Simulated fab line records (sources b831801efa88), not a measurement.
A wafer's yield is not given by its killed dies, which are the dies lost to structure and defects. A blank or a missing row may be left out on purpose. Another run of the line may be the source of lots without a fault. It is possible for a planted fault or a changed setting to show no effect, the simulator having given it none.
Comparing a struck lot with a sound one / flow sky130 / 18 out of 708 route steps
Sound: wafers L379.1, L379.4, L379.6. The struck wafers were L389.3, L389.4, L389.5. At the end, the cause is stated.
Per side, at each step with rows, come the tool, then ch with its chambers, and then its first start. Under that, the readings that differ: sound wafers / struck wafers / difference of the means / sigmas: that difference in standard deviations of wafers without a fault.
alike: same words and numbers on both sides, and readings whose means sit less than 2 such deviations apart. not compared: any withheld reading, any reading some wafer has no value for, any bound like >300 that may hide the same value, and any number with overlapping values for which the record gives no deviation.
Wherever a step has rows on one side only, a row that says differs or no value, or a row with sigmas, the two part there. Numbers that don't overlap but have no deviation are shown without sigmas and don't part them. A reading that every wafer of one side lacks parts them only if that side has two wafers or more.

SKY_GATE_OXIDE_STRIP_13: strips in O2/N2.
  sound on plasma_asher-02 ch 0,1, day 15 03:53; struck on plasma_asher-04 ch 0,1, day 18 22:04
reading=drypump_motor_current_A (A); sound=5.1 5.1 5.3; struck=6.2 6.1 6.1; difference=+1.0; sigmas=+2
  alike: oes_product_au, strip_time_to_endpoint_s
  not compared: rf_hours_counter_h
SKY_GATE_OXIDE_TW_MEAS_14:
  struck on film_metro-01, day 18 22:09; sound on film_metro-02, day 15 03:59
  alike: GATE_OXIDE_TW
then, 3 steps without rows for these wafers: SKY_GATE_OXIDE_CLEAN_15 (cleans in SC1/SC2, time 143.4 s); SKY_GATE_OXIDE_OXIDATION_16 (stabilise 600 s, purge 300 s, target thk 3.57 nm); SKY_POLY_GATE_CVD_00 (deposits poly-Si, target thk 180 nm, time 720 s).
SKY_POLY_GATE_THK_MEAS_01:
  struck on film_metro-02, day 19 16:14; sound on film_metro-03, day 15 07:28
  alike: POLY_GATE_CVD_00_THK
then, 6 steps without rows for these wafers: SKY_RES_PROTECT_DEHYDRATE_00 (time 60 s); SKY_RES_PROTECT_HMDS_01 (prime time 60 s); SKY_RES_PROTECT_COAT_02 (resist thk 1140 nm); SKY_RES_PROTECT_SOFTBAKE_03 (time 60 s); SKY_RES_PROTECT_EXPOSE_04 (exposes mask RPM, target cd 1270 nm); SKY_RES_PROTECT_PEB_05.
SKY_RES_PROTECT_DEVELOP_06: develop time 60 s.
  sound on litho_track-04 ch 0, day 16 10:14; struck on litho_track-01 ch 0, day 20 22:23
following that, these wafers have no rows for 1 step: SKY_POLY_GATE_IMPLANT_02.
SKY_RES_PROTECT_STRIP_07: strips in O2/N2.
  sound on plasma_asher-02 ch 0,1, day 16 10:32; struck on plasma_asher-01 ch 0,1, day 20 22:40
  alike: drypump_motor_current_A, oes_product_au, strip_time_to_endpoint_s
  not compared: rf_hours_counter_h
SKY_RES_PROTECT_TW_MEAS_08:
  struck on film_metro-01, day 20 22:45; sound on film_metro-03, day 16 10:38
reading=POLY_GATE_TW; sound=4054 4051 4061; struck=31 31 31; difference=-4024; sigmas=-80
then, 1 step without rows for these wafers: SKY_RES_PROTECT_CLEAN_09 (cleans in SC1/SC2, time 150 s).
-- record jumps: 29 days separate the struck wafers' starts on either side; left off in module RES_PROTECT, taken up again in module PAD_OPEN, whose first shown step is the route's number 708 --
SKY_PAD_OPEN_PROBE_99:
  struck on prober-01, day 49 17:19; sound on prober-02, day 46 16:51
reading=killed_at_other; sound=0 1 0; struck=341 327 335; difference=+334; sigmas=+99 or more
reading=killed_dies; sound=88 68 96; struck=418 432 418; difference=+339; sigmas=+34
reading=killed_on_rim; sound=15 14 20; struck=96 96 95; difference=+79; sigmas=+22
  alike: killed_at_M0_to_M3, killed_at_M4_up, killed_at_contacts, killed_at_front_end, killed_open, killed_short

== WHERE THEY PART ==
Earliest at SKY_GATE_OXIDE_STRIP_13; latest, in this record, at SKY_PAD_OPEN_PROBE_99.

WHY: the cause the simulator had injected
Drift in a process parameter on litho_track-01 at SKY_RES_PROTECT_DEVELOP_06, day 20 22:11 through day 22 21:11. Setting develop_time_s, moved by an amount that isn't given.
